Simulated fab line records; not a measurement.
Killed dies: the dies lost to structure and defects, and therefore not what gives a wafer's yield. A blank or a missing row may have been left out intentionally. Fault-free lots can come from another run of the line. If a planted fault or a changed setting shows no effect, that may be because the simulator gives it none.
A struck lot beside a sound one | flow sky130 | 16 steps out of a route of 708
Sound: the wafers L414.1, L414.2, L414.3. Struck: wafer L416.5 (left out: L416.4, L416.6 of the same lot, which were not struck); the cause appears at the end.
Per side, at each step with rows, come the tool, then ch with its chambers, and then its first start. Under that, the readings that differ: sound wafers | struck wafers | difference of the means | sigmas: that difference in standard deviations of wafers without a fault.
alike: a reading whose means differ by less than 2 such deviations, as well as words and numbers matching on both sides. not compared: withheld readings; readings where some wafer has no value; bounds like >300 that might hide an equal value; numbers whose values overlap and for which the record gives no deviation.
A row with sigmas, a row that says differs or no value, or rows on one side alone: a step with any of these is where the two part. Numbers that have no deviation but don't overlap get no sigmas and don't part them. A reading that every wafer of one side lacks parts them only if that side has two wafers or more.

first, 5 steps without rows for these wafers: SKY_VIA4_COAT_06 (resist thk 1140 nm); SKY_VIA4_SOFTBAKE_07 (time 60 s); SKY_VIA4_EXPOSE_08 (exposes mask VIM4, target cd 800 nm); SKY_VIA4_PEB_09; SKY_VIA4_DEVELOP_10 (develop time 60 s).
SKY_VIA4_OVL_MEAS_11:
  sound: overlay-02 at day 45 17:57; struck: overlay-01 at day 46 02:58
reading       | sound       | struck | difference | sigmas
VIA4_OVL (nm) | 1.2 1.9 3.9 | -2.0   | -4.3       | -3
SKY_VIA4_ETCH_12: etches SiO2 in C4F8/O2/Ar, stops on TiN, target depth 580 nm.
  sound on rieDiel-01 ch 0,1,3, day 45 17:59; struck on rieDiel-03 ch 2, day 46 02:59
  alike: oesProductAu
SKY_VIA4_STRIP_13: strips in O2/N2.
  sound on plasmaAsher-04 ch 0,1, day 45 18:04; struck on plasmaAsher-04 ch 1, day 46 03:05
  alike: drypumpMotorCurrentA, o2FlowSccm, oesProductAu, stripTimeToEndpointS
  not compared: rfHoursCounterH
then, 3 steps without rows for these wafers: SKY_VIA4_STRIP_14 (strips in post etch residue remover, time 1200 s); SKY_VIA4_CLEAN_15 (cleans in IPA, time 180 s); SKY_VIA4_CLEAN_16 (cleans in O3/DIW).
SKY_VIA4_SPUTTER_17: material TiN, target thk 20 nm, time 80 s.
  sound: pvdSputter-01 at day 45 18:39; struck: pvdSputter-02 at day 46 03:39
  alike: throttleValvePct
SKY_VIA4_CVD_18: deposits W, target thk 505 nm, time 152.14 s.
  sound on cvdW-02 ch 0,1, day 45 18:43; struck on cvdW-02 ch 0, day 46 03:46
reading                           | sound                | struck | difference | sigmas
heaterPowerW (W)                  | 823 903 940          | 783    | -106       | -2
susceptorTempC (C)                | 399.82 399.95 399.45 | 391.22 | -8.52      | -39
model.W_of_VIA4_CVD_18.thkNm (nm) | 516.5 495.4 490      | 443.6  | -57.0      | 
SKY_VIA4_RS_MEAS_19: a four-point-probe measurement.
  sound: filmMetro-02 at day 45 18:52; struck: filmMetro-01 at day 46 03:55
reading            | sound             | struck | difference | sigmas
VIA4_W_RS (ohm/sq) | 0.221 0.231 0.233 | 0.258  | +0.030     | +5
SKY_VIA4_THK_MEAS_20: measures by xrf.
  sound: filmMetro-02 at day 45 18:59; struck: filmMetro-01 at day 46 04:01
reading         | sound       | struck | difference | sigmas
VIA4_W_THK (nm) | 534 510 504 | 456    | -60        | -4
SKY_VIA4_CMP_21: polishes, stops on SiO2, t overpolish 25 s, target thk 0 nm.
  sound on cmp-01 ch 1,2,3, day 45 19:05; struck on cmp-02 ch 2, day 46 04:29
reading             | sound       | struck | difference | sigmas
timeToEndpointS (s) | 133 118 119 | 106    | -17        | -3
  alike: motorCurrentA

WHERE THEY PART
First at SKY_VIA4_OVL_MEAS_11; last, within this record, at SKY_VIA4_CMP_21.

WHY: what had been put in by the simulator
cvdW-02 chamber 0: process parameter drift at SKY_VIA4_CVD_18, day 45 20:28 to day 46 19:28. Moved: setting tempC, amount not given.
